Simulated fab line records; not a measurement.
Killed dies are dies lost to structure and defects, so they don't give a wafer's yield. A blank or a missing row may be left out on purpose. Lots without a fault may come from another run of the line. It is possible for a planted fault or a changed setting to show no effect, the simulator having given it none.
Comparing a struck lot with a sound one | flow sky130 | 18 steps out of a route of 708
Sound: the wafers L583.1, L583.3, L583.4. Wafers L589.1, L589.2, L589.4 were the ones struck. The cause comes at the end.
Order at every step that has rows: each side's tool, ch and its chambers, its first start. Under that, the readings that differ: sound wafers | struck wafers | difference of the means | sigmas: that difference in standard deviations of wafers without a fault.
alike: readings whose means differ by less than 2 such deviations, and words and numbers that are the same on both sides. not compared: withheld readings, readings that some wafer has no value for, bounds like >300 that may hide the same value, and numbers for which the record gives no deviation and whose values overlap.
A row with sigmas, a row that says differs or no value, or rows on one side alone: a step with any of these is where the two part. Numbers that have no deviation but don't overlap get no sigmas and don't part them. A reading missing from all wafers of one side parts the sides only when that side holds two or more wafers.

first, 2 steps without rows for these wafers: SKY_NWELL_PEB_08; SKY_NWELL_DEVELOP_09 (develop time 60 s).
SKY_NWELL_OVL_MEAS_10:
  struck on overlay-02, day 7 02:32; sound on overlay-01, day 5 12:52
  alike: NWELL_00_OVL
then, 3 steps without rows for these wafers: SKY_NWELL_IMPLANT_11; SKY_NWELL_IMPLANT_12; SKY_NWELL_IMPLANT_13.
SKY_NWELL_STRIP_14: strips in O2/N2.
  sound on plasma-asher-03 ch 0,1, day 5 13:21; struck on plasma-asher-02 ch 0,1, day 7 03:02
  alike: drypump-motor-current-A, n2-flow-sccm, oes-product-au, strip-time-to-endpoint-s
  not compared: rf-hours-counter-h
SKY_NWELL_TW_MEAS_15:
  struck on film-metro-02, day 7 03:08; sound on film-metro-02, day 5 13:27
  alike: NWELL_TW
then, 4 steps without rows for these wafers: SKY_NWELL_DEHYDRATE_16 (time 60 s); SKY_NWELL_HMDS_17 (prime time 60 s); SKY_NWELL_COAT_18 (resist thk 3000 nm); SKY_NWELL_SOFTBAKE_19.
SKY_NWELL_EXPOSE_20: exposes mask NWM COMPLEMENT, target cd 840 nm.
  sound on iline-stepper-02 ch 0, day 5 23:19; struck on iline-stepper-02 ch 0, day 7 13:04
  reading                       | sound                   | struck            | difference | sigmas
  model.NWELL.overlay-x-nm (nm) | -0.6915 -0.6915 -0.6915 | 172.5 172.5 172.5 | +173.2     |
  alike: mask
then, 2 steps without rows for these wafers: SKY_NWELL_PEB_21; SKY_NWELL_DEVELOP_22 (develop time 60 s).
SKY_NWELL_OVL_MEAS_23:
  struck on overlay-01, day 7 23:25; sound on overlay-01, day 6 08:19
  reading           | sound          | struck            | difference | sigmas
  NWELL_01_OVL (nm) | -3.1 -1.8 -2.0 | 172.9 171.1 172.8 | +174.6     | +99 or more
next, for these wafers, 1 step has no rows: SKY_NWELL_IMPLANT_24.
-- the record jumps here: 41 days lie between the struck wafers' starts before and after (it left off in module NWELL and takes up again in module PAD_OPEN, whose first step shown is number 708 of the route) --
SKY_PAD_OPEN_PROBE_99:
  struck on prober-02, day 48 19:43; sound on prober-02, day 47 05:20
  reading                          | sound                         | struck                       | difference | sigmas
  model.etest.pfet_16v.r-on-ohm-um | 1.501e+04 1.518e+04 1.506e+04 | 1.99e+04 1.992e+04 1.963e+04 | +4.73e+03  |
  model.etest.nfet_16v.r-on-ohm-um | 1.458e+04 1.449e+04 1.447e+04 | 1.701e+04 1.713e+04 1.72e+04 | +2.600e+03 |
  model.etest.pfet_16v.drive-ua-um | 249 245.7 250.6               | 171.6 173.7 175.2            | -74.9      |
  model.etest.nfet_16v.drive-ua-um | 223.7 221.1 223.4             | 199.4 200.7 199              | -23.0      |
  alike: killed_at_M0_to_M3, killed_at_M4_up, killed-at-contacts, killed-at-front-end, killed-at-other, killed-dies, killed-open, killed-short
  not compared: model.etest.sram-pfet-latch.drive-ua-um, model.etest.sram-pfet-latch.off-log10-a-um, model.etest.sram-pfet-latch.vt-sat-v, model.etest.sram-pfet-latch.vt-v

## WHERE THEY PART
SKY_NWELL_OVL_MEAS_23 only, going by this record. Later steps at which nothing parts them and some readings are alike: SKY_PAD_OPEN_PROBE_99.

WHY: whatever the simulator had introduced
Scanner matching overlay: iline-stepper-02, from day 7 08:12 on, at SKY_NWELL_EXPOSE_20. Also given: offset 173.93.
